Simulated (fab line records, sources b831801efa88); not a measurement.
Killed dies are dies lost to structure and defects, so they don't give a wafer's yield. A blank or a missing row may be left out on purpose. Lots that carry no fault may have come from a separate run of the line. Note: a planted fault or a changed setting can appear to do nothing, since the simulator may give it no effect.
Check of tool commonality	flow sky130	14 lots and 42 wafers in the sample

== WHAT PROMPTED THE OPENING ==
2 of 14 lots carry a flag on the reading SONOS_TUNNEL_TW at SKY_SONOS_TUNNEL_TW_MEAS_12. No-fault wafers: 196.2, standard deviation 1.6.
Rule: a lot is flagged in two cases, either no wafer of it has a number, or all its wafers with numbers fall more than 4 standard deviations from that mean. The rest of the lots are taken to be sound.

lot	measured	on	SONOS_TUNNEL_TW, wafer by wafer	flag
L314	day 11 03:56	filmMetro-03	193.9 193.2 194.5	
L317	day 12 14:19	filmMetro-04	193.4 194.9 195.1	
L319	day 13 02:28	filmMetro-02	199.7 199.3 198.1	
L318	day 13 03:07	filmMetro-02	198.2 198.1 198.6	
L320	day 13 06:29	filmMetro-02	198.3 198.6 199.0	
L321	day 13 13:55	filmMetro-04	194.7 194.5 194.6	
L322	day 14 02:13	filmMetro-03	194.8 194.6 195.7	
L324	day 14 17:41	filmMetro-04	195.0 195.5 195.4	
L325	day 14 21:36	filmMetro-03	194.5 195.0 194.2	
L326	day 15 01:27	filmMetro-02	196.4 196.2 197.1	
L327	day 15 10:19	filmMetro-03	29.6 29.8 29.5	FLAGGED
L328	day 15 18:16	filmMetro-03	29.7 29.7 29.6	FLAGGED
L332	day 17 08:00	filmMetro-02	196.5 197.0 198.3	
L337	day 18 23:35	filmMetro-03	197.2 197.3 196.1	
Averaged over the flagged lots the numbers come to 29.6, -166.5 from the usual (-99 or more standard deviations).

== WHICH TOOL RAN EACH LOT ==
The record keeps 1 process step preceding the reading, out of 708 steps on the route. Each cell gives the tool, then ch followed by the chambers the sampled wafers passed through, then the start.
lot	flag	SKY_VT_ADJUST_PCH_STRIP_09
L314		plasmaAsher-01 ch 1, day 10 04:52
L317		plasmaAsher-01 ch 0,1, day 11 15:04
L319		plasmaAsher-04 ch 0,1, day 12 01:32
L318		plasmaAsher-01 ch 0,1, day 12 02:29
L320		plasmaAsher-02 ch 0,1, day 12 06:41
L321		plasmaAsher-02 ch 0,1, day 12 12:10
L322		plasmaAsher-02 ch 0,1, day 12 23:13
L324		plasmaAsher-04 ch 0,1, day 13 15:40
L325		plasmaAsher-04 ch 0, day 13 17:55
L326		plasmaAsher-01 ch 0, day 13 22:54
L327	FLAGGED	plasmaAsher-01 ch 0,1, day 14 06:58
L328	FLAGGED	plasmaAsher-02 ch 0,1, day 14 14:42
L332		plasmaAsher-02 ch 0,1, day 16 03:49
L337		plasmaAsher-04 ch 0,1, day 17 17:19
What these steps do:
- SKY_VT_ADJUST_PCH_STRIP_09: strips in O2/N2.
- SKY_SONOS_TUNNEL_TW_MEAS_12

== FLAGGED OVER TOTAL, TOOL BY TOOL (the gauges that took the reading come last) ==
step	tool	lots run	flagged	share of the flagged lots	sound lots run after its first flagged lot
SKY_VT_ADJUST_PCH_STRIP_09	plasmaAsher-01	5	1	some	0
SKY_VT_ADJUST_PCH_STRIP_09	plasmaAsher-02	5	1	some	1 (L332)
SKY_VT_ADJUST_PCH_STRIP_09	plasmaAsher-04	4	0	none	-
SKY_SONOS_TUNNEL_TW_MEAS_12	filmMetro-02	5	0	none	-
SKY_SONOS_TUNNEL_TW_MEAS_12	filmMetro-03	6	2	all	1 (L337)
SKY_SONOS_TUNNEL_TW_MEAS_12	filmMetro-04	3	0	none	-

== WHAT THE TABLE PERMITS ==
In the table, 1 row covers all flagged lots: filmMetro-03 at SKY_SONOS_TUNNEL_TW_MEAS_12.
- filmMetro-03 at SKY_SONOS_TUNNEL_TW_MEAS_12: 2 of its 6 lots flagged. Sound lots ran on it after the first flagged one (L337), which a lasting fault on the whole tool wouldn't allow.
Every row of the table either missed a flagged lot or ran a sound lot after the first.

== WHAT THE SIMULATOR PUT IN ==
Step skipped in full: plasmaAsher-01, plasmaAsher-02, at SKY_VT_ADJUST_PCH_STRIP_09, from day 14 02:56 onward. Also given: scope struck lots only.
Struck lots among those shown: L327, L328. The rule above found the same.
